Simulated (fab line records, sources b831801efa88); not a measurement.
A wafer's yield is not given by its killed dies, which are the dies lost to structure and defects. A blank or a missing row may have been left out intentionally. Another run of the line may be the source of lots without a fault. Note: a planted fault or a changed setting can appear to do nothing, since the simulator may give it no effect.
Which tool did it? :: flow gf180mcu :: 38 wafers from 13 lots sampled at 5 of the route's 602 steps

## WHAT EACH GAUGE READ, for each wafer
GF_STI_BOW_MEAS_00.
lot: L757
measured: day 1 15:02
on: filmMetro-03
INCOMING_BOW (um): -3 -10 3

lot: L758
measured: day 1 20:00
on: filmMetro-01
INCOMING_BOW (um): 1 2 7

lot: L759
measured: day 2 01:00
on: filmMetro-01
INCOMING_BOW (um): 7 -6 0

lot: L760
measured: day 2 06:00
on: filmMetro-02
INCOMING_BOW (um): -3 10 -6

lot: L761
measured: day 2 11:00
on: filmMetro-01
INCOMING_BOW (um): 0 7 -12

lot: L763
measured: day 2 21:02
on: filmMetro-02
INCOMING_BOW (um): 8 0 5

lot: L770
measured: day 4 08:04
on: filmMetro-03
INCOMING_BOW (um): 3 -4

lot: L773
measured: day 4 23:04
on: filmMetro-01
INCOMING_BOW (um): 1 -1 -5

lot: L774
measured: day 5 04:00
on: filmMetro-02
INCOMING_BOW (um): -3 0 8

lot: L775
measured: day 5 09:01
on: filmMetro-02
INCOMING_BOW (um): -2 -2 2

lot: L776
measured: day 5 14:01
on: filmMetro-02
INCOMING_BOW (um): 0 -12 2

lot: L777
measured: day 5 19:04
on: filmMetro-02
INCOMING_BOW (um): 3 1 -12

lot: L778
measured: day 6 00:00
on: filmMetro-02
INCOMING_BOW (um): -2 11 -6

GF_STI_THK_MEAS_04.
lot: L757
measured: day 1 19:29
on: filmMetro-02
STI_CVD_03_THK (nm): 207.5 208.6 207.0

lot: L758
measured: day 2 00:28
on: filmMetro-01
STI_CVD_03_THK (nm): 205.3 206.2 205.9

lot: L759
measured: day 2 05:33
on: filmMetro-03
STI_CVD_03_THK (nm): 204.8 207.2 204.7

lot: L760
measured: day 2 09:54
on: filmMetro-03
STI_CVD_03_THK (nm): 209.1 208.4 208.9

lot: L761
measured: day 2 15:20
on: filmMetro-01
STI_CVD_03_THK (nm): 206.5 206.4 206.2

lot: L763
measured: day 3 01:22
on: filmMetro-01
STI_CVD_03_THK (nm): 206.8 205.8 203.3

lot: L770
measured: day 4 11:35
on: filmMetro-02
STI_CVD_03_THK (nm): 207.5 208.7

lot: L773
measured: day 5 03:35
on: filmMetro-01
STI_CVD_03_THK (nm): 209.3 209.8 210.5

lot: L774
measured: day 5 07:34
on: filmMetro-02
STI_CVD_03_THK (nm): 205.4 205.0 207.0

lot: L775
measured: day 5 15:40
on: filmMetro-02
STI_CVD_03_THK (nm): 204.5 205.4 204.5

lot: L776
measured: day 5 18:26
on: filmMetro-02
STI_CVD_03_THK (nm): 204.3 204.9 204.4

lot: L777
measured: day 5 22:37
on: filmMetro-02
STI_CVD_03_THK (nm): 209.3 208.0 208.5

lot: L778
measured: day 6 04:29
on: filmMetro-01
STI_CVD_03_THK (nm): 206.4 207.0 206.0

GF_VT_IMPLANT_RS_MEAS_47: the measuring method here is four-point-probe.
lot: L757
measured: day 7 19:13
on: filmMetro-04
NWELL_RS (ohm/sq): 485.5 485.1 486.3

lot: L758
measured: day 8 03:03
on: filmMetro-04
NWELL_RS (ohm/sq): 487.9 488.0 486.0

lot: L759
measured: day 8 08:51
on: filmMetro-04
NWELL_RS (ohm/sq): 487.8 487.4 486.4

lot: L760
measured: day 8 15:25
on: filmMetro-02
NWELL_RS (ohm/sq): 488.9 490.0 489.0

lot: L761
measured: day 9 00:27
on: filmMetro-03
NWELL_RS (ohm/sq): 486.2 487.6 486.3

lot: L763
measured: day 9 11:41
on: filmMetro-02
NWELL_RS (ohm/sq): 489.3 488.3 489.1

lot: L770
measured: day 11 10:21
on: filmMetro-03
NWELL_RS (ohm/sq): 484.9 477.5

lot: L773
measured: day 12 06:37
on: filmMetro-03
NWELL_RS (ohm/sq): 486.5 486.5 486.7

lot: L774
measured: day 12 11:14
on: filmMetro-03
NWELL_RS (ohm/sq): 489.1 487.6 489.9

lot: L775
measured: day 13 01:44
on: filmMetro-02
NWELL_RS (ohm/sq): 486.5 486.8 488.8

lot: L776
measured: day 13 08:22
on: filmMetro-04
NWELL_RS (ohm/sq): 487.5 490.2 488.6

lot: L777
measured: day 13 16:28
on: filmMetro-03
NWELL_RS (ohm/sq): 487.4 489.0 488.3

lot: L778
measured: day 13 17:01
on: filmMetro-03
NWELL_RS (ohm/sq): 484.2 486.1 484.9

## TOOL THAT RAN EACH LOT (tool first, then ch and the chambers of the sampled wafers, then the start)
lot: L757
GF_STI_CMP_25: cmp-01 ch 2,3, day 2 09:13
GF_NWELL_IMPLANT_09: implanter-04 ch 0, day 3 13:40

lot: L758
GF_STI_CMP_25: cmp-01 ch 0,2, day 2 14:40
GF_NWELL_IMPLANT_09: implanter-02 ch 0, day 3 18:40

lot: L759
GF_STI_CMP_25: cmp-01 ch 0,1, day 2 19:37
GF_NWELL_IMPLANT_09: implanter-02 ch 0, day 4 00:04

lot: L760
GF_STI_CMP_25: cmp-01 ch 0,2,3, day 3 00:38
GF_NWELL_IMPLANT_09: implanter-04 ch 0, day 4 04:50

lot: L761
GF_STI_CMP_25: cmp-02 ch 1,2,3, day 3 05:47
GF_NWELL_IMPLANT_09: implanter-03 ch 0, day 4 12:17

lot: L763
GF_STI_CMP_25: cmp-01 ch 1,3, day 3 15:34
GF_NWELL_IMPLANT_09: implanter-02 ch 0, day 4 21:53

lot: L770
GF_STI_CMP_25: cmp-02 ch 0, day 5 03:19
GF_NWELL_IMPLANT_09: implanter-02 ch 0, day 6 10:59

lot: L773
GF_STI_CMP_25: cmp-01 ch 0,3, day 5 19:20
GF_NWELL_IMPLANT_09: implanter-04 ch 0, day 7 03:56

lot: L774
GF_STI_CMP_25: cmp-02 ch 0,1,3, day 5 22:31
GF_NWELL_IMPLANT_09: implanter-04 ch 0, day 7 06:07

lot: L775
GF_STI_CMP_25: cmp-02 ch 0,1,3, day 6 08:49
GF_NWELL_IMPLANT_09: implanter-04 ch 0, day 7 18:44

lot: L776
GF_STI_CMP_25: cmp-02 ch 1,2,3, day 6 10:58
GF_NWELL_IMPLANT_09: implanter-03 ch 0, day 8 00:46

lot: L777
GF_STI_CMP_25: cmp-02 ch 0,1,2, day 6 18:14
GF_NWELL_IMPLANT_09: implanter-04 ch 0, day 8 05:17

lot: L778
GF_STI_CMP_25: cmp-02 ch 1,2,3, day 6 21:23
GF_NWELL_IMPLANT_09: implanter-04 ch 0, day 8 07:25
- GF_STI_CMP_25: polishes, stops on Si3N4, t overpolish 33 s, target thk 524.6 nm.
- GF_NWELL_IMPLANT_09

## AS READ BY THE TOOLS THEMSELVES (means over the sampled wafers that have a number; for cases with no such wafer, the mark the record gives instead)
GF_STI_CMP_25.
lot: L757
tool: cmp-01
motorCurrentA (A): 13.2
overpolishRunS (s): 33.002
slurryFlowMlMin: 150.0
timeToEndpointS (s): 120

lot: L758
tool: cmp-01
motorCurrentA (A): 12.0
overpolishRunS (s): 32.995
slurryFlowMlMin: 149.5
timeToEndpointS (s): 124

lot: L759
tool: cmp-01
motorCurrentA (A): 11.9
overpolishRunS (s): 33.009
slurryFlowMlMin: 150.1
timeToEndpointS (s): 123

lot: L760
tool: cmp-01
motorCurrentA (A): 13.1
overpolishRunS (s): 33.003
slurryFlowMlMin: 149.9
timeToEndpointS (s): 119

lot: L761
tool: cmp-02
motorCurrentA (A): 10.7
overpolishRunS (s): 32.998
slurryFlowMlMin: 149.9
timeToEndpointS (s): 125

lot: L763
tool: cmp-01
motorCurrentA (A): 13.7
overpolishRunS (s): 32.992
slurryFlowMlMin: 150.6
timeToEndpointS (s): 122

lot: L770
tool: cmp-02
motorCurrentA (A): 12.6
overpolishRunS (s): 33.004
slurryFlowMlMin: 150.4
timeToEndpointS (s): 124

lot: L773
tool: cmp-01
motorCurrentA (A): 12.9
overpolishRunS (s): 32.999
slurryFlowMlMin: 149.9
timeToEndpointS (s): 121

lot: L774
tool: cmp-02
motorCurrentA (A): 10.8
overpolishRunS (s): 33.007
slurryFlowMlMin: 150.4
timeToEndpointS (s): 119

lot: L775
tool: cmp-02
motorCurrentA (A): 10.8
overpolishRunS (s): 32.992
slurryFlowMlMin: 150.6
timeToEndpointS (s): 123

lot: L776
tool: cmp-02
motorCurrentA (A): 10.8
overpolishRunS (s): 33.000
slurryFlowMlMin: 149.9
timeToEndpointS (s): 116

lot: L777
tool: cmp-02
motorCurrentA (A): 11.1
overpolishRunS (s): 33.008
slurryFlowMlMin: 150.0
timeToEndpointS (s): 123

lot: L778
tool: cmp-02
motorCurrentA (A): 10.3
overpolishRunS (s): 33.003
slurryFlowMlMin: 150.2
timeToEndpointS (s): 117

GF_NWELL_IMPLANT_09.
lot: L757
tool: implanter-04
beamOnS (s): 9.97
doseIonsCm2: 4e+12
faradayCurrentUA: 22.6

lot: L758
tool: implanter-02
beamOnS (s): 9.71
doseIonsCm2: 4e+12
faradayCurrentUA: 23.2

lot: L759
tool: implanter-02
beamOnS (s): 10.00
doseIonsCm2: 4e+12
faradayCurrentUA: 22.6

lot: L760
tool: implanter-04
beamOnS (s): 10.18
doseIonsCm2: 4e+12
faradayCurrentUA: 22.2

lot: L761
tool: implanter-03
beamOnS (s): 9.85
doseIonsCm2: 4e+12
faradayCurrentUA: 22.9

lot: L763
tool: implanter-02
beamOnS (s): 10.05
doseIonsCm2: 4e+12
faradayCurrentUA: 22.4

lot: L770
tool: implanter-02
beamOnS (s): 10.55
doseIonsCm2: 4e+12
faradayCurrentUA: 21.4

lot: L773
tool: implanter-04
beamOnS (s): 10.13
doseIonsCm2: 4e+12
faradayCurrentUA: 22.2

lot: L774
tool: implanter-04
beamOnS (s): 9.88
doseIonsCm2: 4e+12
faradayCurrentUA: 22.8

lot: L775
tool: implanter-04
beamOnS (s): 9.81
doseIonsCm2: 4e+12
faradayCurrentUA: 23.0

lot: L776
tool: implanter-03
beamOnS (s): 9.94
doseIonsCm2: 4e+12
faradayCurrentUA: 22.6

lot: L777
tool: implanter-04
beamOnS (s): 9.96
doseIonsCm2: 4e+12
faradayCurrentUA: 22.7

lot: L778
tool: implanter-04
beamOnS (s): 10.09
doseIonsCm2: 4e+12
faradayCurrentUA: 22.4

## THE ANSWER, worked out from the rows above alone
Rule: usual is defined by the lots themselves. The widest of any qualifying gaps counts: lots, ordered by their means at a reading, are off when they make up no more than a third of the lots, leave a main group of 4 or more, and stand apart from it by 3 or more times the standard deviation of that group's means. The tables above print the reading to a certain number of digits; a main group whose means all agree to those digits is not used. Also off: a lot with no number at a reading for which 4 or more lots have one. All remaining lots with rows at the step are treated as sound. First the gauges in route order, then the tools' own readings, where a lot's mean is used as printed above. At the first step where some lot is off, the reading lying furthest off is the one used; lots without a number count as furthest.
Across all readings shown, no lot is off: no conclusion can be drawn from this.

## WHAT HAD BEEN PUT IN BY THE SIMULATOR
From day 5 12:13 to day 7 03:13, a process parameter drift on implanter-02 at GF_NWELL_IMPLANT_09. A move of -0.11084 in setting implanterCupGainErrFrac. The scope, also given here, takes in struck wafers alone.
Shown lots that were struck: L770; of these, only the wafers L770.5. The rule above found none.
